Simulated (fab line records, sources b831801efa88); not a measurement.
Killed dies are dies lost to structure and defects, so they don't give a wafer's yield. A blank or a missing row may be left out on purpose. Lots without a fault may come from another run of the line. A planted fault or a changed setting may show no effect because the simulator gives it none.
Chamber matching | flow sky130 | SKY_CONTACT_ETCH_17 on rie_diel-01: 4 sister chambers
The step etches SiO2 in C4F8/O2/Ar, stops on Si3N4, target depth 340 nm. 4 wafers are shown with their chamber, then 8 later ones without.

WAFERS WITH THEIR CHAMBER
wafer  | chamber | oes_product_au (a.u.)
L080.4 | 2       | 0.894
L085.1 | 1       | 0.892
L085.2 | 3       | 0.898
L087.4 | 0       | 0.887

WAFERS WITHOUT THEIR CHAMBER
wafer  | oes_product_au (a.u.)
L087.5 | 0.892
L087.6 | 0.891
L088.4 | 0.892
L088.5 | 0.889
L088.6 | 0.899
L094.1 | 0.889
L094.3 | 0.898
L094.5 | 0.894

WHICH CHAMBER EACH WENT THROUGH
wafer  | from the rows above     | in truth
L087.5 | can't be placed: 1 or 2 | 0
L087.6 | can't be placed: 1 or 2 | 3
L088.4 | can't be placed: 1 or 2 | 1
L088.5 | can't be placed: 0 or 1 | 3
L088.6 | 3                       | 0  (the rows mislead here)
L094.1 | can't be placed: 0 or 1 | 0
L094.3 | 3                       | 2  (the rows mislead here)
L094.5 | can't be placed: 2 or 1 | 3
Placed correctly: 0 of 8. Can't be placed from these rows: 6 (the true chamber is among the candidates in 2). Placed wrongly: 2.
How it was worked out, from the rows above alone: a wafer's distance from a chamber is the root of the sum, over the readings, of the square of ((its reading less the chamber's mean) divided by the reading's scatter). The wafer belongs to the nearest chamber; if the next one is less than 2 further off, it can't be placed. A chamber's mean is the mean of its shown wafers. The scatter: with one shown wafer a chamber, the root of the mean of the squares of how far each hidden wafer lies from its nearest shown one.
